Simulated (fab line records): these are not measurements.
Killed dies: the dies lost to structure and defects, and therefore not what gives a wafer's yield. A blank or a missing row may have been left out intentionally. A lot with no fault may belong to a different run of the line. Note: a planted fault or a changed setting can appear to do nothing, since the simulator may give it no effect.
fab line records | flow gf180mcu
record lots=13 | wafers=39 | lastDay=34
route steps=602 shown HV_LDD@230 CONTACT@288 M1@320
lots untouched by any fault: they come from a run of this same line in which no faults occurred
startH: start of the lot's first displayed wafer, in hours after the record's first day | waitH: time in hours since the lot's previous step | " unchanged from the row above | L1.1+2: one row covering several wafers at once | - no value, or no start given | * or withheld: withheld | < > ~ a bound
route shown NAME@n: NAME is a module with steps in the file, n the number in the route of the first one | usual: mean/standard deviation taken from wafers without a fault | same: alike in all rows | chamber/n: place in a boat | sites: the reading at each site | _std_site: standard deviation across them | _edge_site: mean of outer sites minus mean of inner sites | radiusMm: for every site, how far away it sits from the centre of the wafer | mask NAME#n: copy n | behind: tool/chamber where the wafer was last shaped | hold: why the lot was held/for how many hours/how that ended | device: the transistor (n, p or np) that didn't switch | end of line: at the end of the route, the tests of the same wafers | step lacking rows: just its recipe | killed: dies lost to structure and defects at the first sort, not the wafer's yield | map: shows each die of a wafer: x if killed, . if not, _ if none is there
set.NAME: the run value of the setting; set.NAME@STEP: its run value at that earlier step | model.NAME: the simulator's own value behind a step, which no gauge read
steps of the route over a sample of lots; a table a step, a row a wafer
services: when a tool's chamber went out of use (startH, in hours from the record's first day, below 0 if earlier), for how many hours, and the reason
## steps
# step GF_HV_LDD_CVD_54
# recipe material=SiO2 | targetThkNm=10 | precursor=TEOS | tempC=680 | timeS=75 | pressureMtorr=400
# usual spikeTcBottomC=700.5/1.5 | spikeTcCentreC=680.9/1.3 | spikeTcLowerC=679.5/0.92 | spikeTcTopC=697/4.2 | spikeTcUpperC=680.1/1 | susceptorTempC=680.0/0.31
lot.wafer | tool     | chamber | startH | waitH | spikeTcBottomC | spikeTcCentreC | spikeTcLowerC | spikeTcTopC | spikeTcUpperC | susceptorTempC
L704.1    | lpcvd-01 | 1       | 281.49 | 0.1   | 699.0          | 681.4          | 679.2         | 701         | 678.2         | 679.8
L704.2    | "        | 1       | "      | "     | 697.4          | 680.9          | 679.0         | 701         | 680.1         | 679.8
L704.6    | "        | 1       | "      | "     | 699.3          | 680.4          | 678.3         | 700         | 680.9         | 679.9
L705.1    | lpcvd-01 | 1       | 288.93 | 0.1   | 697.9          | 678.8          | 678.8         | 700         | 680.4         | 680.4
L705.2    | "        | 1       | "      | "     | 698.8          | 679.7          | 677.5         | 700         | 680.1         | 679.7
L705.5    | "        | 1       | "      | "     | 697.7          | 680.7          | 677.8         | 700         | 680.1         | 680.2
L706.2    | lpcvd-01 | 1       | 300.78 | 0.1   | 698.0          | 679.2          | 679.2         | 701         | 680.5         | 679.9
L706.3    | "        | 1       | "      | "     | 699.6          | 680.4          | 679.4         | 698         | 679.7         | 679.9
L706.5    | "        | 1       | "      | "     | 700.2          | 680.8          | 680.7         | 700         | 679.4         | 679.7
L707.1    | lpcvd-01 | 0       | 307.43 | 0.1   | 701.0          | 679.9          | 679.8         | 693         | 679.0         | 680.3
L707.4    | "        | 0       | "      | "     | 701.5          | 679.8          | 678.8         | 690         | 679.5         | 680.2
L707.5    | "        | 0       | "      | "     | 703.9          | 680.1          | 680.5         | 693         | 681.0         | 680.1
L709.1    | lpcvd-02 | 1       | 318.48 | 0.1   | 701.7          | 680.6          | 678.4         | 693         | 679.3         | 680.3
L709.3    | "        | 1       | "      | "     | 701.0          | 680.9          | 679.3         | 695         | 679.9         | 680.6
L709.5    | "        | 1       | "      | "     | 703.8          | 680.6          | 679.2         | 695         | 681.1         | 680.4
L711.2    | lpcvd-02 | 0       | 333.57 | 1.5   | 700.1          | 682.5          | 679.2         | 702         | 679.3         | 679.8
L711.3    | "        | 0       | "      | "     | 699.9          | 681.2          | 677.8         | 701         | 681.4         | 679.8
L711.4    | "        | 0       | "      | "     | 700.4          | 684.1          | 680.6         | 702         | 680.9         | 680.3
L712.2    | lpcvd-01 | 0       | 345.15 | 0.1   | 700.2          | 679.6          | 681.4         | 693         | 680.8         | 680.4
L712.4    | "        | 0       | "      | "     | 702.9          | 679.7          | 680.4         | 693         | 680.1         | 680.1
L712.6    | "        | 0       | "      | "     | 701.3          | 679.8          | 679.8         | 693         | 678.8         | 679.9
L714.2    | lpcvd-01 | 0       | 360.74 | 0.1   | 701.0          | 680.5          | 680.8         | 692         | 680.0         | 679.8
L714.3    | "        | 0       | "      | "     | 701.0          | 679.8          | 679.6         | 694         | 680.6         | 679.3
L714.4    | "        | 0       | "      | "     | 701.9          | 679.7          | 680.0         | 692         | 680.6         | 679.9
L715.2    | lpcvd-02 | 0       | 365.79 | 0.1   | 701.2          | 682.5          | 678.7         | 702         | 682.0         | 679.7
L715.5    | "        | 0       | "      | "     | 701.0          | 679.8          | 679.7         | 702         | 678.8         | 680.1
L715.6    | "        | 0       | "      | "     | 699.7          | 682.0          | 679.1         | 701         | 679.0         | 679.9
L716.3    | lpcvd-01 | 1       | 378.24 | 0.1   | 698.9          | 679.5          | 680.6         | 700         | 679.6         | 679.5
L716.5    | "        | 1       | "      | "     | 698.1          | 679.8          | 680.4         | 702         | 679.0         | 680.0
L716.6    | "        | 1       | "      | "     | 697.9          | 679.1          | 680.0         | 699         | 679.1         | 679.9
L717.1    | lpcvd-02 | 0       | 384.78 | 0.1   | 700.7          | 683.5          | 679.6         | 701         | 680.2         | 680.3
L717.2    | "        | 0       | "      | "     | 700.5          | 681.0          | 679.2         | 703         | 681.3         | 680.2
L717.5    | "        | 0       | "      | "     | 700.1          | 681.7          | 680.4         | 703         | 681.3         | 680.4
L723.1    | lpcvd-02 | 0       | 443.39 | 0.1   | 729.7          | 713.0          | 709.9         | 732         | 711.0         | 710.7
L723.2    | "        | 0       | "      | "     | 732.5          | 712.9          | 709.7         | 732         | 710.9         | 711.0
L723.6    | "        | 0       | "      | "     | 731.7          | 712.6          | 711.0         | 733         | 711.3         | 711.2
L724.2    | lpcvd-02 | 0       | 449.72 | 0.1   | 731.6          | 713.2          | 710.7         | 731         | 713.5         | 711.3
L724.3    | "        | 0       | "      | "     | 730.9          | 712.5          | 710.7         | 731         | 709.9         | 710.8
L724.4    | "        | 0       | "      | "     | 729.9          | 711.6          | 709.5         | 731         | 710.4         | 711.3
# step GF_HV_LDD_THK_MEAS_55
# recipe reads=SiO2_of_HV_LDD_CVD_54
# usual HV_LDD_CVD_54_THK=10.05/0.16
lot.wafer | tool         | chamber | startH | waitH | HV_LDD_CVD_54_THK[nm]
L704.1    | filmMetro-03 | -       | 282.51 | 0.0   | 10.31
L704.2    | "            | -       | "      | "     | 10.29
L704.6    | "            | -       | "      | "     | 10.27
L705.1    | filmMetro-03 | -       | 289.95 | 0.0   | 10.03
L705.2    | "            | -       | "      | "     | 10.05
L705.5    | "            | -       | "      | "     | 10.02
L706.2    | filmMetro-03 | -       | 301.81 | 0.0   | 10.29
L706.3    | "            | -       | "      | "     | 10.41
L706.5    | "            | -       | "      | "     | 10.27
L707.1    | filmMetro-01 | -       | 308.45 | 0.0   | 10.13
L707.4    | "            | -       | "      | "     | 10.07
L707.5    | "            | -       | "      | "     | 10.08
L709.1    | filmMetro-03 | -       | 319.50 | 0.0   | 10.08
L709.3    | "            | -       | "      | "     | 10.19
L709.5    | "            | -       | "      | "     | 10.16
L711.2    | filmMetro-03 | -       | 334.60 | 0.0   | 9.95
L711.3    | "            | -       | "      | "     | 9.95
L711.4    | "            | -       | "      | "     | 10.02
L712.2    | filmMetro-04 | -       | 346.18 | 0.0   | 9.92
L712.4    | "            | -       | "      | "     | 9.93
L712.6    | "            | -       | "      | "     | 9.92
L714.2    | filmMetro-01 | -       | 361.77 | 0.0   | 10.14
L714.3    | "            | -       | "      | "     | 10.14
L714.4    | "            | -       | "      | "     | 10.27
L715.2    | filmMetro-03 | -       | 366.82 | 0.0   | 9.95
L715.5    | "            | -       | "      | "     | 10.06
L715.6    | "            | -       | "      | "     | 10.02
L716.3    | filmMetro-01 | -       | 379.28 | 0.0   | 9.94
L716.5    | "            | -       | "      | "     | 9.92
L716.6    | "            | -       | "      | "     | 9.94
L717.1    | filmMetro-01 | -       | 385.80 | 0.0   | 9.79
L717.2    | "            | -       | "      | "     | 9.87
L717.5    | "            | -       | "      | "     | 9.82
L723.1    | filmMetro-01 | -       | 444.41 | 0.0   | 20.48
L723.2    | "            | -       | "      | "     | 20.41
L723.6    | "            | -       | "      | "     | 20.61
L724.2    | filmMetro-01 | -       | 450.75 | 0.0   | 20.35
L724.3    | "            | -       | "      | "     | 20.46
L724.4    | "            | -       | "      | "     | 20.33
# step GF_CONTACT_THK_MEAS_01
# recipe reads=SiO2_of_CONTACT_CVD_00
# usual CONTACT_CVD_00_THK=299/4.1
lot.wafer | tool         | chamber | startH | waitH | CONTACT_CVD_00_THK[nm]
L704.1    | filmMetro-01 | -       | 347.40 | 0.0   | 298
L704.2    | "            | -       | "      | "     | 303
L704.6    | "            | -       | "      | "     | 303
L705.1    | filmMetro-01 | -       | 354.30 | 0.0   | 292
L705.2    | "            | -       | "      | "     | 298
L705.5    | "            | -       | "      | "     | 293
L706.2    | filmMetro-03 | -       | 367.96 | 0.0   | 299
L706.3    | "            | -       | "      | "     | 294
L706.5    | "            | -       | "      | "     | 291
L707.1    | filmMetro-01 | -       | 374.87 | 0.0   | 302
L707.4    | "            | -       | "      | "     | 303
L707.5    | "            | -       | "      | "     | 298
L709.1    | filmMetro-03 | -       | 386.74 | 0.0   | 297
L709.3    | "            | -       | "      | "     | 303
L709.5    | "            | -       | "      | "     | 297
L711.2    | filmMetro-01 | -       | 403.80 | 0.0   | 299
L711.3    | "            | -       | "      | "     | 292
L711.4    | "            | -       | "      | "     | 292
L712.2    | filmMetro-03 | -       | 418.56 | 0.0   | 296
L712.4    | "            | -       | "      | "     | 301
L712.6    | "            | -       | "      | "     | 301
L714.2    | filmMetro-03 | -       | 434.11 | 0.0   | 291
L714.3    | "            | -       | "      | "     | 298
L714.4    | "            | -       | "      | "     | 300
L715.2    | filmMetro-04 | -       | 439.91 | 0.0   | 302
L715.5    | "            | -       | "      | "     | 297
L715.6    | "            | -       | "      | "     | 291
L716.3    | filmMetro-04 | -       | 454.02 | 0.0   | 300
L716.5    | "            | -       | "      | "     | 302
L716.6    | "            | -       | "      | "     | 306
L717.1    | filmMetro-03 | -       | 459.69 | 0.0   | 299
L717.2    | "            | -       | "      | "     | 291
L717.5    | "            | -       | "      | "     | 297
L723.1    | filmMetro-04 | -       | 519.13 | 0.0   | 301
L723.2    | "            | -       | "      | "     | 300
L723.6    | "            | -       | "      | "     | 304
L724.2    | filmMetro-03 | -       | 524.76 | 0.0   | 302
L724.3    | "            | -       | "      | "     | 301
L724.4    | "            | -       | "      | "     | 301
# step GF_CONTACT_OVL_MEAS_15
# usual CONTACT_OVL=0/4.8
lot.wafer | tool       | chamber | startH | waitH | CONTACT_OVL[nm]
L704.1    | overlay-01 | -       | 369.49 | 0.1   | -2
L704.2    | "          | -       | "      | "     | 2
L704.6    | "          | -       | "      | "     | 1
L705.1    | overlay-01 | -       | 375.95 | 0.1   | 18
L705.2    | "          | -       | "      | "     | 6
L705.5    | "          | -       | "      | "     | 10
L706.2    | overlay-01 | -       | 391.40 | 0.1   | 2
L706.3    | "          | -       | "      | "     | -2
L706.5    | "          | -       | "      | "     | 2
L707.1    | overlay-02 | -       | 398.60 | 0.1   | -2
L707.4    | "          | -       | "      | "     | -2
L707.5    | "          | -       | "      | "     | -1
L709.1    | overlay-02 | -       | 410.35 | 0.1   | 3
L709.3    | "          | -       | "      | "     | 2
L709.5    | "          | -       | "      | "     | 0
L711.2    | overlay-02 | -       | 428.46 | 0.1   | -4
L711.3    | "          | -       | "      | "     | -3
L711.4    | "          | -       | "      | "     | -4
L712.2    | overlay-02 | -       | 443.00 | 0.1   | -5
L712.4    | "          | -       | "      | "     | 0
L712.6    | "          | -       | "      | "     | -7
L714.2    | overlay-01 | -       | 458.77 | 0.1   | -4
L714.3    | "          | -       | "      | "     | -7
L714.4    | "          | -       | "      | "     | 0
L715.2    | overlay-01 | -       | 464.85 | 0.1   | -2
L715.5    | "          | -       | "      | "     | -6
L715.6    | "          | -       | "      | "     | -3
L716.3    | overlay-01 | -       | 478.41 | 0.1   | 9
L716.5    | "          | -       | "      | "     | 9
L716.6    | "          | -       | "      | "     | 4
L717.1    | overlay-02 | -       | 484.36 | 0.1   | 5
L717.2    | "          | -       | "      | "     | -1
L717.5    | "          | -       | "      | "     | 1
L723.1    | overlay-01 | -       | 541.94 | 0.1   | -3
L723.2    | "          | -       | "      | "     | -3
L723.6    | "          | -       | "      | "     | -11
L724.2    | overlay-01 | -       | 549.28 | 0.1   | 0
L724.3    | "          | -       | "      | "     | 3
L724.4    | "          | -       | "      | "     | -6
# step GF_M1_RS_MEAS_05
# recipe thkMeasGauge=four-point-probe | reads=TiN_of_M1_SPUTTER_04+Ti_of_M1_SPUTTER_03+AlCu_of_M1_SPUTTER_02+TiN_of_M1_SPUTTER_01+Ti_of_M1_SPUTTER_00
# usual M1_ALCU_RS=0.0694/0.00083
lot.wafer | tool         | chamber | startH | waitH | M1_ALCU_RS[ohm/sq]
L704.1    | filmMetro-04 | -       | 370.89 | 0.0   | 0.0693
L704.2    | "            | -       | "      | "     | 0.0683
L704.6    | "            | -       | "      | "     | 0.0698
L705.1    | filmMetro-01 | -       | 377.36 | 0.0   | 0.0693
L705.2    | "            | -       | "      | "     | 0.0687
L705.5    | "            | -       | "      | "     | 0.0692
L706.2    | filmMetro-02 | -       | 392.81 | 0.0   | 0.0687
L706.3    | "            | -       | "      | "     | 0.0681
L706.5    | "            | -       | "      | "     | 0.0694
L707.1    | filmMetro-02 | -       | 400.00 | 0.0   | 0.0710
L707.4    | "            | -       | "      | "     | 0.0724
L707.5    | "            | -       | "      | "     | 0.0707
L709.1    | filmMetro-04 | -       | 411.75 | 0.0   | 0.0690
L709.3    | "            | -       | "      | "     | 0.0697
L709.5    | "            | -       | "      | "     | 0.0688
L711.2    | filmMetro-02 | -       | 429.87 | 0.0   | 0.0698
L711.3    | "            | -       | "      | "     | 0.0703
L711.4    | "            | -       | "      | "     | 0.0686
L712.2    | filmMetro-04 | -       | 444.43 | 0.0   | 0.0697
L712.4    | "            | -       | "      | "     | 0.0697
L712.6    | "            | -       | "      | "     | 0.0697
L714.2    | filmMetro-01 | -       | 460.23 | 0.0   | 0.0709
L714.3    | "            | -       | "      | "     | 0.0709
L714.4    | "            | -       | "      | "     | 0.0697
L715.2    | filmMetro-02 | -       | 466.27 | 0.0   | 0.0702
L715.5    | "            | -       | "      | "     | 0.0708
L715.6    | "            | -       | "      | "     | 0.0687
L716.3    | filmMetro-01 | -       | 479.86 | 0.1   | 0.0698
L716.5    | "            | -       | "      | "     | 0.0698
L716.6    | "            | -       | "      | "     | 0.0701
L717.1    | filmMetro-02 | -       | 486.00 | 0.0   | 0.0705
L717.2    | "            | -       | "      | "     | 0.0702
L717.5    | "            | -       | "      | "     | 0.0706
L723.1    | filmMetro-02 | -       | 543.44 | 0.0   | 0.0696
L723.2    | "            | -       | "      | "     | 0.0705
L723.6    | "            | -       | "      | "     | 0.0699
L724.2    | filmMetro-02 | -       | 550.79 | 0.0   | 0.0691
L724.3    | "            | -       | "      | "     | 0.0692
L724.4    | "            | -       | "      | "     | 0.0694
## services
tool     | chamber | startH | hours | kind
lpcvd-01 | -       | 313.76 | 1.4   | repair
lpcvd-01 | -       | 427.00 | 14.6  | pm
lpcvd-02 | -       | 439.77 | 2.3   | repair
## key
firstSign step=GF_HV_LDD_CVD_54 | reading=susceptorTempC | direction=up | sigmas=99+ | usual=* | struck=*
effect step=GF_HV_LDD_CVD_54 | reading=spikeTcLowerC | direction=up | sigmas=33 | usual=679.5 | struck=710.2
effect step=GF_HV_LDD_THK_MEAS_55 | reading=HV_LDD_CVD_54_THK | direction=up | sigmas=65 | usual=10.05 | struck=20.44
metAt GF_HV_LDD_CVD_54
struckLots L723,L724
testerLeftOut L723,L724
notActingAt GF_CONTACT_THK_MEAS_01,GF_CONTACT_OVL_MEAS_15,GF_M1_RS_MEAS_05
onsetBetween 384.78 443.39
fault kind=processParameterDrift | tool=lpcvd-02 | chamber=- | onsetH=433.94 | steps=GF_HV_LDD_CVD_54 | channel=tempC | offset=* | shape=step | endH=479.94 | actsIn=* | stated=*
# testerLeftOut: of these lots the tester's yield and bins aren't shown, on N5 and GAA mostly nor the transistor test; their killed dies are dies lost to structure and defects alone, not to doping, threshold or leakage, so they don't give the yield
